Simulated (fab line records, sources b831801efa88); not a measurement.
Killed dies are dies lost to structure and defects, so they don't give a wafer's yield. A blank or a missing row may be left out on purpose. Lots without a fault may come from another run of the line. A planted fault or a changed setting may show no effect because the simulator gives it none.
Chamber matching | flow gf180mcu | GF_V3_ETCH_16 on rie_diel-01: 4 sister chambers
The step etches BARC in N2/H2. 4 wafers are shown with their chamber, then 11 later ones without.

WAFERS WITH THEIR CHAMBER
wafer  | chamber | throttle_valve_pct (%)
L078.6 | 0       | 13.214
L083.4 | 3       | 13.224
L083.6 | 2       | 13.220
L084.2 | 1       | 13.224

WAFERS WITHOUT THEIR CHAMBER
wafer  | throttle_valve_pct (%)
L084.4 | 13.220
L084.5 | 13.220
L094.1 | 13.224
L094.2 | 13.223
L094.3 | 13.219
L094.4 | 13.214
L094.5 | 13.230
L094.6 | 13.222
L097.2 | 13.237
L097.3 | 13.219
L097.6 | 13.213

WHICH CHAMBER EACH WENT THROUGH
wafer  | from the rows above               | in truth
L084.4 | can't be placed: 2 or 1 or 3 or 0 | 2
L084.5 | can't be placed: 2 or 1 or 3 or 0 | 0
L094.1 | can't be placed: 1 or 3 or 2      | 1
L094.2 | can't be placed: 1 or 3 or 2 or 0 | 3
L094.3 | can't be placed: 2 or 0 or 1 or 3 | 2
L094.4 | can't be placed: 0 or 2           | 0
L094.5 | can't be placed: 1 or 3 or 2      | 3
L094.6 | can't be placed: 2 or 1 or 3 or 0 | 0
L097.2 | can't be placed: 1 or 3 or 2      | 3
L097.3 | can't be placed: 2 or 0 or 1 or 3 | 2
L097.6 | can't be placed: 0 or 2           | 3
Placed correctly: 0 of 11. Can't be placed from these rows: 11 (the true chamber is among the candidates in 10). Placed wrongly: 0.
How it was worked out, from the rows above alone: a wafer's distance from a chamber is the root of the sum, over the readings, of the square of ((its reading less the chamber's mean) divided by the reading's scatter). The wafer belongs to the nearest chamber; if the next one is less than 2 further off, it can't be placed. A chamber's mean is the mean of its shown wafers. The scatter: with one shown wafer a chamber, the root of the mean of the squares of how far each hidden wafer lies from its nearest shown one.
